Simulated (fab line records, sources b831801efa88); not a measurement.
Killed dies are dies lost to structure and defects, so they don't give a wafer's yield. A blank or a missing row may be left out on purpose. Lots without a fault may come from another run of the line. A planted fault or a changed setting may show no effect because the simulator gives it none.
fab line records | flow sky130
record lots=5 wafers=15 last_day=49
route steps=708 shown NWELL@68 PWDE@84 VT_ADJUST_HVTP@85 VT_ADJUST_LVTN@97 PAD_OPEN@708
lots that met no fault: from a run of the same line without faults
start_h: hours from the record's first day to the start of the lot's first wafer shown | wait_h: hours since the lot's step before | " the same as in the row above | L1.1+2: a row that stands for several wafers | - no value, or no start given | * or withheld: withheld | < > ~ a bound
route shown NAME@n: a module of which the file shows steps, and the number in the route of the first | usual: mean/standard deviation of fault-free wafers | same: alike in all rows | chamber/n: place in a boat | sites: the reading at each site | _std_site: their standard deviation | _edge_site: outer sites' mean less inner sites' | radius_mm: how far each site lies from the wafer's centre | mask NAME#n: copy n | behind: the tool/chamber that last shaped the wafer | hold: why the lot was held/for how many hours/how that ended | device: the transistor (n, p or np) that didn't switch | end of line: the same wafers' tests at the end of the route | a step without rows: its recipe alone | killed: dies lost to structure and defects at the first sort, not the wafer's yield | map: a wafer's dies, x killed, . not, _ none there
set.NAME: the setting as run; set.NAME@STEP: as run at that earlier step | model.NAME: the simulator's own value behind a step, which no gauge read
lots at some steps of the route; a table a step, a row a wafer
services: from which hour (start_h, from the record's first day; less than 0 if before it) a tool's chamber was out of use, for how many hours, and why
## steps
# step SKY_NWELL_TW_MEAS_15
# usual NWELL_TW=1801/18
# columns lot.wafer tool chamber start_h wait_h NWELL_TW
L983.1 film_metro-03 - 106.73 0.1 1811
L983.4 " - " " 1801
L983.6 " - " " 1816
L987.4 film_metro-02 - 126.91 0.1 1801
L987.5 " - " " 1794
L987.6 " - " " 1795
L988.1 film_metro-03 - 127.08 0.1 1791
L988.5 " - " " 1789
L988.6 " - " " 1793
L994.3 film_metro-03 - 162.05 0.1 1803
L994.4 " - " " 1813
L994.6 " - " " 1794
L999.2 film_metro-03 - 193.85 0.1 1796
L999.3 " - " " 1788
L999.4 " - " " 1788
# step SKY_NWELL_DEHYDRATE_16
# recipe temp_c=200 time_s=60
# step SKY_NWELL_HMDS_17
# recipe prime_time_s=60 prime_temp_c=120
# step SKY_NWELL_COAT_18
# recipe spin_rpm=2000 resist_thk_nm=3000
# step SKY_NWELL_SOFTBAKE_19
# recipe temp_c=110 time_s=withheld
# step SKY_NWELL_EXPOSE_20
# recipe mask_id=NWM_COMPLEMENT na=0.6 source_shape=conventional sigma_outer=0.6 polarization=unpolarized target_cd_nm=840 dose_mj=260
# step SKY_NWELL_PEB_21
# recipe temp_c=115 time_s=withheld
# step SKY_NWELL_DEVELOP_22
# recipe wall_angle_deg=90 developer=TMAH develop_time_s=60 dev_temp_c=23
# step SKY_NWELL_OVL_MEAS_23
# usual NWELL_01_OVL=0.0/1.5
# columns lot.wafer tool chamber start_h wait_h NWELL_01_OVL[nm]
L983.1 overlay-01 - 125.10 - 1.7
L983.4 " - " " 2.0
L983.6 " - " " 2.6
L987.4 overlay-01 - 146.07 - -1.8
L987.5 " - " " -3.0
L987.6 " - " " -0.5
L988.1 overlay-02 - 146.20 - 2.1
L988.5 " - " " 1.2
L988.6 " - " " 1.0
L994.3 overlay-01 - 182.21 - -0.8
L994.4 " - " " -0.3
L994.6 " - " " -1.4
L999.2 overlay-02 - 214.01 - -1.0
L999.3 " - " " 0.4
L999.4 " - " " 1.8
# step SKY_NWELL_IMPLANT_24
# recipe species=B energy_kev=140 dose_cm2=9.2e+12 tilt_deg=withheld
# step SKY_NWELL_STRIP_25
# recipe chemistry=O2/N2 power_w=1400 pressure_mtorr=1500 platen_temp_c=withheld o2_flow_sccm=3000 n2_flow_sccm=300 overash_fraction=0.5
# usual chamber_pressure_mTorr=1500.1/1.5 drypump_motor_current_A=6.1/0.45 oes_product_au=0.723/0.0043 strip_time_to_endpoint_s=36.88/0.099
# columns lot.wafer tool chamber start_h wait_h chamber_pressure_mTorr drypump_motor_current_A oes_product_au rf_hours_counter_h strip_time_to_endpoint_s
L983.1 plasma_asher-02 1 125.28 0.1 1501.0 6.9 0.724 38 36.98
L983.4 " 1 " " 1501.1 6.9 0.725 - 36.97
L983.6 " 0 " " 1498.0 6.1 0.725 - 36.91
L987.4 plasma_asher-04 1 146.27 0.1 1501.1 6.6 0.723 - 36.88
L987.5 " 0 " " 1500.9 5.7 0.723 - 36.98
L987.6 " 1 " " 1499.6 6.6 0.723 - 36.81
L988.1 plasma_asher-02 1 146.39 0.1 1500.7 6.8 0.728 40 36.80
L988.5 " 0 " " 1500.2 6.1 0.712 - 36.89
L988.6 " 1 " " 1497.8 6.8 0.724 - 36.77
L994.3 plasma_asher-04 0 182.41 0.1 1501.0 5.7 0.727 - 36.99
L994.4 " 1 " " 1501.1 6.6 0.731 - 36.94
L994.6 " 0 " " 1498.9 5.7 0.719 - 36.91
L999.2 plasma_asher-04 1 214.38 0.1 1501.4 6.6 0.722 43 36.65
L999.3 " 0 " " 1500.5 5.7 0.724 - 36.63
L999.4 " 1 " " 1499.6 6.6 0.726 - 36.68
# step SKY_NWELL_TW_MEAS_26
# usual NWELL_2_TW=491/5.2
# columns lot.wafer tool chamber start_h wait_h NWELL_2_TW
L983.1 film_metro-03 - 125.38 0.1 491
L983.4 " - " " 488
L983.6 " - " " 491
L987.4 film_metro-02 - 146.36 0.1 484
L987.5 " - " " 485
L987.6 " - " " 485
L988.1 film_metro-03 - 146.49 0.1 491
L988.5 " - " " 493
L988.6 " - " " 491
L994.3 film_metro-02 - 182.50 0.1 488
L994.4 " - " " 487
L994.6 " - " " 487
L999.2 film_metro-04 - 214.49 0.1 496
L999.3 " - " " 497
L999.4 " - " " 495
# step SKY_NWELL_CLEAN_27
# recipe chemistry=SC1/SC2 mix=1:4:20 temp_c=70 time_s=150 dry=n2_spin
# columns lot.wafer tool chamber start_h wait_h
L983.1+4+6 wet_bench-03 3 125.44 0.1
L987.4+5+6 wet_bench-01 0 146.39 0.0
L988.1+5+6 wet_bench-03 3 146.55 0.1
L994.3+4+6 wet_bench-01 2 182.54 0.0
L999.2+3+4 wet_bench-03 1 214.54 0.0
# step SKY_NWELL_RTA_28
# recipe temp_c=1050 time_s=30 idle_temp_c=650 ramp_up_c_per_s=150 ramp_down_c_per_s=90 ambient=N2
# usual lamp_power_pct=25.30/0.053 wafer_temp_C_max=1054.8/0.94
# columns lot.wafer tool chamber start_h wait_h lamp_power_pct wafer_temp_C_max
L983.1 rtp_anneal-02 0 125.50 0.0 25.35 1053.9
L983.4 " 0 " " 25.22 1054.2
L983.6 " 0 " " 25.42 1055.1
L987.4 rtp_anneal-01 0 146.49 0.1 25.35 1054.5
L987.5 " 0 " " 25.26 1055.2
L987.6 " 0 " " 25.36 1055.1
L988.1 rtp_anneal-02 0 146.60 0.0 25.30 1053.7
L988.5 " 0 " " 25.32 1053.7
L988.6 " 0 " " 25.24 1053.9
L994.3 rtp_anneal-01 0 182.66 0.1 25.29 1052.9
L994.4 " 0 " " 25.29 1055.7
L994.6 " 0 " " 25.30 1054.9
L999.2 rtp_anneal-01 0 214.61 0.0 25.26 1053.8
L999.3 " 0 " " 25.36 1054.2
L999.4 " 0 " " 25.29 1056.1
# step SKY_NWELL_RS_MEAS_29
# recipe thk_meas_gauge=four-point-probe
# usual NWELL_RS=624.2/1.9
# columns lot.wafer tool chamber start_h wait_h NWELL_RS[ohm/sq]
L983.1 film_metro-04 - 125.60 0.1 623.9
L983.4 " - " " 624.6
L983.6 " - " " 627.2
L987.4 film_metro-04 - 146.60 0.1 626.3
L987.5 " - " " 626.2
L987.6 " - " " 626.1
L988.1 film_metro-03 - 146.70 0.1 625.6
L988.5 " - " " 625.2
L988.6 " - " " 624.6
L994.3 film_metro-03 - 182.83 0.1 624.4
L994.4 " - " " 622.8
L994.6 " - " " 624.7
L999.2 film_metro-03 - 214.72 0.1 624.5
L999.3 " - " " 624.2
L999.4 " - " " 621.6
# step SKY_NWELL_RS_MEAS_31
# recipe thk_meas_gauge=four-point-probe
# usual PWDE_RS=5273/16
# columns lot.wafer tool chamber start_h wait_h PWDE_RS[ohm/sq]
L983.1 film_metro-04 - 125.84 0.1 5284
L983.4 " - " " 5271
L983.6 " - " " 5289
L987.4 film_metro-04 - 146.84 0.1 5257
L987.5 " - " " 5272
L987.6 " - " " 5258
L988.1 film_metro-03 - 146.94 0.1 5300
L988.5 " - " " 5299
L988.6 " - " " 5308
L994.3 film_metro-03 - 183.07 0.1 5264
L994.4 " - " " 5253
L994.6 " - " " 5281
L999.2 film_metro-03 - 214.96 0.1 5299
L999.3 " - " " 5262
L999.4 " - " " 5284
# step SKY_VT_ADJUST_HVTP_DEHYDRATE_00
# recipe temp_c=200 time_s=60
# step SKY_VT_ADJUST_HVTP_HMDS_01
# recipe prime_time_s=60 prime_temp_c=120
# step SKY_VT_ADJUST_HVTP_COAT_02
# recipe resist=NOVOLAK spin_rpm=3000 resist_thk_nm=1140
# step SKY_VT_ADJUST_HVTP_SOFTBAKE_03
# recipe temp_c=90 time_s=60 resist=NOVOLAK
# step SKY_VT_ADJUST_HVTP_EXPOSE_04
# recipe mask_id=HVTPM na=0.6 source_shape=conventional sigma_outer=0.6 polarization=unpolarized target_cd_nm=380 dose_mj=140
# step SKY_VT_ADJUST_HVTP_PEB_05
# recipe temp_c=withheld time_s=* resist=NOVOLAK
# step SKY_VT_ADJUST_HVTP_DEVELOP_06
# recipe resist=NOVOLAK developer=TMAH develop_time_s=60 dev_temp_c=23
# step SKY_VT_ADJUST_HVTP_CD_MEAS_07
# recipe target_cd_nm=380
# usual cd_nm=381.4/2.6
# columns lot.wafer tool chamber start_h wait_h cd_nm
L983.1 cd_sem-01 - 144.54 0.1 381.5
L983.4 " - " " 381.6
L983.6 " - " " 383.3
L987.4 cd_sem-02 - 166.30 0.1 375.9
L987.5 " - " " 378.0
L987.6 " - " " 380.0
L988.1 cd_sem-01 - 166.90 0.1 386.2
L988.5 " - " " 384.2
L988.6 " - " " 386.2
L994.3 cd_sem-01 - 203.63 0.1 387.1
L994.4 " - " " 383.2
L994.6 " - " " 383.5
L999.2 cd_sem-02 - 238.26 0.1 378.1
L999.3 " - " " 379.2
L999.4 " - " " 379.8
# step SKY_VT_ADJUST_HVTP_OVL_MEAS_08
# usual VT_ADJUST_HVTP_OVL=-0.2/1.2
# columns lot.wafer tool chamber start_h wait_h VT_ADJUST_HVTP_OVL[nm]
L983.1 overlay-02 - 144.66 0.1 -0.6
L983.4 " - " " -0.9
L983.6 " - " " -0.9
L987.4 overlay-02 - 166.38 0.1 -0.5
L987.5 " - " " -0.7
L987.6 " - " " 1.4
L988.1 overlay-02 - 167.02 0.1 0.4
L988.5 " - " " -2.4
L988.6 " - " " -0.9
L994.3 overlay-01 - 203.73 0.1 0.5
L994.4 " - " " 0.6
L994.6 " - " " -1.1
L999.2 overlay-01 - 238.37 0.1 -0.3
L999.3 " - " " -3.1
L999.4 " - " " -0.7
# step SKY_VT_ADJUST_HVTP_IMPLANT_09
# recipe species=As energy_kev=150 dose_cm2=4.3e+12 tilt_deg=withheld
# step SKY_VT_ADJUST_HVTP_STRIP_10
# recipe chemistry=O2/N2 power_w=1400 pressure_mtorr=1500 platen_temp_c=withheld o2_flow_sccm=3000 n2_flow_sccm=300 overash_fraction=0.5
# usual chamber_pressure_mTorr=1500.0/1.3 drypump_motor_current_A=6.1/0.53 oes_product_au=0.716/0.0044 strip_time_to_endpoint_s=14.18/0.034
# columns lot.wafer tool chamber start_h wait_h chamber_pressure_mTorr drypump_motor_current_A oes_product_au rf_hours_counter_h strip_time_to_endpoint_s
L983.1 plasma_asher-04 1 144.85 0.1 1498.9 6.6 0.721 37 14.15
L983.4 " 1 " " 1500.5 6.6 0.716 - 14.18
L983.6 " 0 " " 1498.9 5.7 0.717 - 14.13
L987.4 plasma_asher-02 1 166.58 0.1 1499.3 6.8 0.719 - 14.18
L987.5 " 0 " " 1497.7 6.1 0.710 - 14.18
L987.6 " 1 " " 1499.3 6.9 0.720 - 14.19
L988.1 plasma_asher-04 0 167.21 0.1 1499.8 5.7 0.721 38 14.25
L988.5 " 0 " " 1501.2 5.7 0.720 - 14.23
L988.6 " 1 " " 1499.7 6.6 0.715 - 14.22
L994.3 plasma_asher-02 1 203.93 0.1 1499.2 6.8 0.719 - 14.16
L994.4 " 0 " " 1501.4 6.1 0.712 - 14.17
L994.6 " 1 " " 1499.7 6.8 0.716 - 14.14
L999.2 plasma_asher-03 1 238.55 0.1 1502.2 5.3 0.708 13 14.21
L999.3 " 0 " " 1499.1 5.8 0.722 - 14.17
L999.4 " 1 " " 1499.5 5.3 0.719 - 14.16
# step SKY_VT_ADJUST_HVTP_TW_MEAS_11
# usual VT_ADJUST_HVTP_TW=1361/17
# columns lot.wafer tool chamber start_h wait_h VT_ADJUST_HVTP_TW
L983.1 film_metro-04 - 144.95 0.1 1358
L983.4 " - " " 1355
L983.6 " - " " 1354
L987.4 film_metro-04 - 166.68 0.1 1355
L987.5 " - " " 1351
L987.6 " - " " 1358
L988.1 film_metro-04 - 167.31 0.1 1355
L988.5 " - " " 1356
L988.6 " - " " 1352
L994.3 film_metro-01 - 204.02 0.1 1381
L994.4 " - " " 1374
L994.6 " - " " 1386
L999.2 film_metro-03 - 238.66 0.1 1347
L999.3 " - " " 1350
L999.4 " - " " 1344
# step SKY_VT_ADJUST_LVTN_DEHYDRATE_00
# recipe temp_c=200 time_s=60
# step SKY_VT_ADJUST_LVTN_HMDS_01
# recipe prime_time_s=60 prime_temp_c=120
# step SKY_VT_ADJUST_LVTN_COAT_02
# recipe spin_rpm=2000 resist_thk_nm=3000
# step SKY_VT_ADJUST_LVTN_SOFTBAKE_03
# recipe temp_c=110 time_s=withheld
# step SKY_VT_ADJUST_LVTN_EXPOSE_04
# recipe mask_id=NWM_COMPLEMENT_LESS_NATIVE na=0.6 source_shape=conventional sigma_outer=0.6 polarization=unpolarized target_cd_nm=840 dose_mj=194
# step SKY_VT_ADJUST_LVTN_PEB_05
# recipe temp_c=115 time_s=withheld
# step SKY_VT_ADJUST_LVTN_DEVELOP_06
# recipe wall_angle_deg=90 developer=TMAH develop_time_s=60 dev_temp_c=23
# step SKY_VT_ADJUST_LVTN_OVL_MEAS_07
# usual VT_ADJUST_LVTN_OVL=-2.0/1.2
# columns lot.wafer tool chamber start_h wait_h VT_ADJUST_LVTN_OVL[nm]
L983.1 overlay-02 - 163.95 - -1.6
L983.4 " - " " -2.4
L983.6 " - " " -1.7
L987.4 overlay-01 - 187.62 - -2.3
L987.5 " - " " -3.7
L987.6 " - " " -3.5
L988.1 overlay-02 - 187.99 - -2.8
L988.5 " - " " -1.8
L988.6 " - " " -2.9
L994.3 overlay-02 - 225.16 - -0.6
L994.4 " - " " -1.4
L994.6 " - " " -2.3
L999.2 overlay-02 - 262.25 - -0.8
L999.3 " - " " -1.0
L999.4 " - " " -1.2
# step SKY_VT_ADJUST_LVTN_IMPLANT_08
# recipe species=B energy_kev=30 dose_cm2=1.57e+12 tilt_deg=withheld
# step SKY_VT_ADJUST_LVTN_STRIP_09
# recipe chemistry=O2/N2 power_w=1400 pressure_mtorr=1500 platen_temp_c=withheld o2_flow_sccm=3000 n2_flow_sccm=300 overash_fraction=0.5
# usual chamber_pressure_mTorr=1500.0/1.5 drypump_motor_current_A=5.8/0.4 oes_product_au=0.722/0.0046 strip_time_to_endpoint_s=36.88/0.1
# columns lot.wafer tool chamber start_h wait_h chamber_pressure_mTorr drypump_motor_current_A oes_product_au rf_hours_counter_h strip_time_to_endpoint_s
L983.1 plasma_asher-01 0 164.13 0.1 1502.2 6.1 0.725 51 36.84
L983.4 " 1 " " 1502.9 5.5 0.718 - 36.83
L983.6 " 1 " " 1495.6 5.5 0.722 - 36.90
L987.4 plasma_asher-01 1 187.82 0.1 1500.0 5.6 0.720 - 36.94
L987.5 " 1 " " 1501.3 5.6 0.728 - 37.01
L987.6 " 0 " " 1500.0 6.1 0.728 - 36.89
L988.1 plasma_asher-03 1 188.18 0.1 1501.2 5.3 0.717 7 36.77
L988.5 " 0 " " 1499.1 5.8 0.715 - 36.77
L988.6 " 1 " " 1500.5 5.3 0.724 - 36.83
L994.3 plasma_asher-04 1 225.37 0.1 1501.2 6.6 0.717 - 36.80
L994.4 " 0 " " 1499.8 5.7 0.721 - 36.80
L994.6 " 1 " " 1503.1 6.6 0.727 - 36.90
L999.2 plasma_asher-03 0 262.43 0.1 1499.6 5.8 0.717 15 36.94
L999.3 " 1 " " 1497.6 5.3 0.721 - 36.90
L999.4 " 0 " " 1501.0 5.8 0.727 - 36.91
# step SKY_VT_ADJUST_LVTN_TW_MEAS_10
# usual VT_ADJUST_LVTN_TW=240/3.7
# columns lot.wafer tool chamber start_h wait_h VT_ADJUST_LVTN_TW
L983.1 film_metro-03 - 164.23 0.1 238
L983.4 " - " " 239
L983.6 " - " " 238
L987.4 film_metro-01 - 187.92 0.1 247
L987.5 " - " " 246
L987.6 " - " " 246
L988.1 film_metro-03 - 188.28 0.1 238
L988.5 " - " " 240
L988.6 " - " " 240
L994.3 film_metro-01 - 225.45 0.1 246
L994.4 " - " " 246
L994.6 " - " " 245
L999.2 film_metro-03 - 262.54 0.1 240
L999.3 " - " " 240
L999.4 " - " " 240
# step SKY_VT_ADJUST_LVTN_DEHYDRATE_11
# recipe temp_c=200 time_s=60
# step SKY_VT_ADJUST_LVTN_HMDS_12
# recipe prime_time_s=60 prime_temp_c=120
# step SKY_PAD_OPEN_PROBE_99
# usual killed_at_M0_to_M3=44/7.4 killed_at_M4_up=3.0/1.6 killed_at_contacts=24/5 killed_at_front_end=15/4.6 killed_at_other=0.4/0.65 killed_dies=86/9.6 killed_on_rim=17/3.6 killed_open=48/7.4 killed_short=38/6.9
# same gross_dies=492 killed_at_back_side=0
# columns lot.wafer tool chamber start_h wait_h killed_at_M0_to_M3 killed_at_M4_up killed_at_contacts killed_at_front_end killed_at_other killed_dies killed_on_rim killed_open killed_short
L983.1 prober-02 - 1098.81 0.1 40 2 21 16 3 82 19 50 29
L983.4 prober-02 - 1098.96 0.2 46 4 11 29 2 92 18 52 38
L983.6 prober-02 - 1099.06 0.2 49 3 26 14 1 93 18 48 44
L987.4 prober-01 - 1116.76 0.2 30 1 26 8 2 67 15 43 24
L987.5 prober-01 - 1116.81 0.2 35 2 32 18 0 87 19 53 34
L987.6 prober-01 - 1116.86 0.2 35 2 28 18 0 83 18 53 30
L988.1 prober-02 - 1118.91 0.1 47 4 21 71 0 143 31 50 42
L988.5 prober-02 - 1119.11 0.2 47 2 19 64 0 132 21 44 35
L988.6 prober-02 - 1119.16 0.2 47 1 19 55 0 122 26 42 33
L994.3 prober-02 - 1146.37 0.2 48 5 25 15 0 93 19 57 36
L994.4 prober-02 - 1146.42 0.2 36 5 24 18 0 83 17 47 36
L994.6 prober-02 - 1146.52 0.2 34 2 25 16 1 78 16 44 34
L999.2 prober-01 - 1185.06 0.1 38 3 16 11 0 68 10 34 34
L999.3 prober-01 - 1185.11 0.2 41 4 22 18 0 85 13 43 41
L999.4 prober-01 - 1185.16 0.2 38 5 33 10 0 86 17 43 43
# killed by level:class
L983.1 VIA1:geometric_particle:open=13 CONTACT:geometric_particle:open=8 VIA3:geometric_particle:open=6 CONTACT:geometric_particle:short=5 VIA2:geometric_particle:open=5 FIELD_ISO:geometric_particle:open=4 POLY_GATE:geometric_particle:short=4 LI_CONTACT:geometric_particle:open=4
L983.4 VIA1:geometric_particle:open=17 VIA3:geometric_particle:open=11 FIELD_ISO:geometric_particle:open=9 FIELD_ISO:geometric_particle:short=8 POLY_GATE:geometric_particle:short=5 METAL2:geometric_particle:short=5 LI_CONTACT:geometric_particle:open=4 VIA1:geometric_particle:short=4
L983.6 VIA1:geometric_particle:open=14 CONTACT:geometric_particle:open=8 METAL1:geometric_particle:short=8 VIA2:geometric_particle:open=7 LI_CONTACT:geometric_particle:open=6 CONTACT:geometric_particle:short=5 VIA3:geometric_particle:open=5 LI_CONTACT:geometric_particle:short=4
L987.4 CONTACT:geometric_particle:open=10 LI_CONTACT:geometric_particle:open=8 VIA1:geometric_particle:open=8 VIA2:geometric_particle:open=6 LI_CONTACT:geometric_particle:short=5 VIA3:geometric_particle:open=4 FIELD_ISO:geometric_particle:short=3 CONTACT:geometric_particle:short=3
L987.5 CONTACT:geometric_particle:open=17 VIA1:geometric_particle:open=9 METAL2:geometric_particle:short=9 LI_CONTACT:geometric_particle:open=8 VIA2:geometric_particle:open=7 FIELD_ISO:geometric_particle:short=5 FIELD_ISO:geometric_particle:open=4 CONTACT:geometric_particle:short=3
L987.6 CONTACT:geometric_particle:open=14 VIA3:geometric_particle:open=9 FIELD_ISO:geometric_particle:open=6 LI_CONTACT:geometric_particle:open=6 VIA1:geometric_particle:open=6 VIA2:geometric_particle:open=5 POLY_GATE:geometric_particle:open=4 METAL1:geometric_particle:short=4
L988.1 NWELL:unspecified=51 VIA1:geometric_particle:open=12 POLY_GATE:geometric_particle:open=7 VIA3:geometric_particle:open=6 LI_CONTACT:geometric_particle:open=6 VIA2:geometric_particle:open=6 CONTACT:geometric_particle:open=5 METAL1:geometric_particle:short=5
L988.5 NWELL:unspecified=51 VIA1:geometric_particle:open=17 VIA2:geometric_particle:open=7 CONTACT:geometric_particle:open=6 VIA2:geometric_particle:short=5 LI_CONTACT:geometric_particle:short=5 METAL1:geometric_particle:short=5 LI_CONTACT:geometric_particle:open=4
L988.6 NWELL:unspecified=47 VIA1:geometric_particle:open=14 VIA2:geometric_particle:open=9 CONTACT:geometric_particle:open=8 METAL1:geometric_particle:short=5 VIA1:geometric_particle:short=5 CONTACT:geometric_particle:short=4 VIA3:geometric_particle:open=4
L994.3 VIA1:geometric_particle:open=13 CONTACT:geometric_particle:open=11 VIA3:geometric_particle:open=9 VIA2:geometric_particle:open=8 METAL1:geometric_particle:short=5 CONTACT:geometric_particle:short=5 FIELD_ISO:geometric_particle:open=4 FIELD_ISO:geometric_particle:short=3
L994.4 VIA1:geometric_particle:open=10 CONTACT:geometric_particle:open=8 LI_CONTACT:geometric_particle:open=6 VIA2:geometric_particle:short=6 LI_CONTACT:geometric_particle:short=5 SONOS_ONO:geometric_particle:open=4 CONTACT:geometric_particle:short=4 VIA2:geometric_particle:open=4
L994.6 VIA1:geometric_particle:open=11 CONTACT:geometric_particle:open=8 FIELD_ISO:geometric_particle:short=6 LI_CONTACT:geometric_particle:open=5 VIA3:geometric_particle:open=5 POLY_GATE:geometric_particle:open=4 LI_CONTACT:geometric_particle:short=4 LOCAL_INTERCONNECT:geometric_particle:short=4
L999.2 VIA1:geometric_particle:open=11 METAL2:geometric_particle:short=7 LOCAL_INTERCONNECT:geometric_particle:short=5 VIA3:geometric_particle:open=5 FIELD_ISO:geometric_particle:short=4 LI_CONTACT:geometric_particle:open=4 VIA3:geometric_particle:short=3 CONTACT:geometric_particle:open=3
L999.3 VIA1:geometric_particle:open=11 METAL2:geometric_particle:short=9 CONTACT:geometric_particle:open=7 FIELD_ISO:geometric_particle:open=6 LOCAL_INTERCONNECT:geometric_particle:short=6 LI_CONTACT:geometric_particle:short=4 VIA2:geometric_particle:open=4 VIA3:geometric_particle:open=4
L999.4 CONTACT:geometric_particle:open=10 LI_CONTACT:geometric_particle:open=9 VIA1:geometric_particle:open=8 METAL2:geometric_particle:short=7 LOCAL_INTERCONNECT:geometric_particle:short=6 CONTACT:geometric_particle:short=6 FIELD_ISO:geometric_particle:open=5 METAL1:geometric_particle:short=5
# map L988.1 (x killed, . not)
__________x.x.....x._________
________x...x...x....._______
______xx.............x.._____
_____.....x...x.....x.x..____
____x.x....xx.........xxx.___
___.....xxx..x......x......__
__....x...........x........._
_.x..xx...x.x.x...x...x......
_...x..xx.x.............x.x..
_...x.x.xxx.....xxx......x...
_...........x........x.......
_............x.x..x..x.....x.
_..x.xx......................
_...x..x.x...x...x...........
_.....xx..................x.x
__.xx....xxxx.xx..xx.......x_
___.......xxxxxx..xx.......__
____.x..xxxxxxxxx........x___
_____...xxxxxxxxxxx......____
______.xxxxxxxxxxx....xx_____
________xxxxxxxxxxx..x_______
__________xxxxxxxx.._________
# map L999.4 (x killed, . not)
__________..x.....x._________
________x......x..x..._______
______xx.........x...xx._____
_____...........x..x.....____
____....x.x............x..___
___.........x.x..x.x..x.x..__
__.............x...x.......x_
_......x........x..........x.
_.xx...........x.xx...x.x.x..
_xx.............x.......x.x..
_.x............xx.........x..
_....x.....x.x......x........
_...x..x.....x..x.x...x......
_...x.......x......x.........
_x.x..x....................x.
__.......x...xx......x.x.x.._
___.x.....x................__
____.x.....xxx..x...x..x..___
_____....xx......x.......____
______........xx....x..x_____
________......x.....x._______
__________..x......._________
## services
# columns tool chamber start_h hours kind
plasma_asher-03 - 108.75 9.0 pm
plasma_asher-03 0 108.75 9.0 vent_cycle
plasma_asher-03 1 108.75 9.0 vent_cycle
plasma_asher-04 - 113.94 2.8 pm
plasma_asher-03 0 117.75 - clean
plasma_asher-03 1 117.75 - clean
wet_bench-01 - 122.65 1.8 repair
wet_bench-01 - 128.64 4.4 repair
plasma_asher-04 - 159.66 7.4 repair
wet_bench-03 - 178.10 1.2 repair
plasma_asher-04 - 217.21 5.9 repair
plasma_asher-02 - 257.77 0.9 repair
## key
first_sign step=SKY_PAD_OPEN_PROBE_99 reading=killed_at_front_end direction=up sigmas=11 usual=15 struck=63
effect step=SKY_PAD_OPEN_PROBE_99 reading=killed_dies direction=up sigmas=4.8 usual=86 struck=132
met_at SKY_NWELL_CLEAN_27
struck_wafers L988.1,L988.5,L988.6
tester_left_out L988
onset_between 125.44 146.55
also_fits SKY_NWELL_STRIP_25:plasma_asher-02,SKY_NWELL_RTA_28:rtp_anneal-02,SKY_VT_ADJUST_HVTP_STRIP_10:plasma_asher-04
fault kind=chamber_particle_source tool=wet_bench-03 chamber=- onset_h=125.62 steps=SKY_NWELL_CLEAN_27 rate_per_visit_cm2=1.4404 end_h=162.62
# tester_left_out: of these lots the tester's yield and bins aren't shown, on N5 and GAA mostly nor the transistor test; their killed dies are dies lost to structure and defects alone, not to doping, threshold or leakage, so they don't give the yield
